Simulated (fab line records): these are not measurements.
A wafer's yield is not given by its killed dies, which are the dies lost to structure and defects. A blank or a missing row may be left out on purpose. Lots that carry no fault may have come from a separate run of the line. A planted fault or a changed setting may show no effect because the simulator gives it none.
Which tool is to blame?    flow sky130    6 lots with 16 wafers sampled at 3 steps, on a route of 708 steps

== WHAT EACH GAUGE READ, for each wafer ==
SKY_POLY_GATE_THK_MEAS_21.
lot   measured      on             POLY_GATE_OXIDATION_THK (nm)
L106  day 18 09:53  film-metro-03  4.09 4.18 4.15
L107  day 22 04:11  film-metro-03  4.03 4.04 3.99
L111  day 22 10:08  film-metro-02  6.74 6.82
L117  day 22 10:04  film-metro-02  3.90 3.91 3.89
L119  day 22 16:42  film-metro-03  3.90 4.00 4.07
L122  day 23 05:00  film-metro-02  3.96 4.04 3.98

== TOOL THAT RAN EACH LOT (tool first, then ch and the chambers of the sampled wafers, then the start) ==
lot   SKY_POLY_GATE_ETCH_17             SKY_POLY_GATE_OXIDATION_20
L106  rie-si-02 ch 1,2,3, day 18 08:23  furnace-01 ch 0, day 18 08:38
L107  rie-si-01 ch 0,1,3, day 22 02:39  furnace-02 ch 0, day 22 02:56
L111  rie-si-01 ch 3, day 22 04:19      furnace-02 ch 0, day 22 05:26
L117  rie-si-01 ch 0,1, day 22 08:32    furnace-02 ch 0, day 22 08:47
L119  rie-si-01 ch 0,1,2, day 22 13:26  furnace-02 ch 0, day 22 15:27
L122  rie-si-02 ch 1,2, day 23 00:38    furnace-02 ch 0, day 23 03:44
- SKY_POLY_GATE_ETCH_17: etches poly-Si in HBr/Cl2, stops on SiO2, target depth 180 nm, time 70.5 s.
- SKY_POLY_GATE_OXIDATION_20: stabilise 600 s, purge 300 s, target thk 4 nm.

== THE ANSWER, worked out from the rows above alone ==
Rule: the usual values come from the lots themselves. The widest of any qualifying gaps counts: lots, ordered by their means at a reading, are off when they make up no more than a third of the lots, leave a main group of 4 or more, and stand apart from it by 3 or more times the standard deviation of that group's means. Not used: any main group whose means are identical at the precision the tables above print for the reading. A lot without any number at a reading at which 4 lots or more have one is off too. The other lots that the step has rows for count as sound.
Off: L111, at SKY_POLY_GATE_THK_MEAS_21 (POLY_GATE_OXIDATION_THK). The main group has a mean of 4.01 nm with a standard deviation of 0.077.
A tool fits if, at a process step before that reading, it ran every lot that is off, and no sound lot after the first of them. Gauges at SKY_POLY_GATE_THK_MEAS_21: tried the same way as those tools. None of those tried fits.

== WHAT THE SIMULATOR HAD PUT IN ==
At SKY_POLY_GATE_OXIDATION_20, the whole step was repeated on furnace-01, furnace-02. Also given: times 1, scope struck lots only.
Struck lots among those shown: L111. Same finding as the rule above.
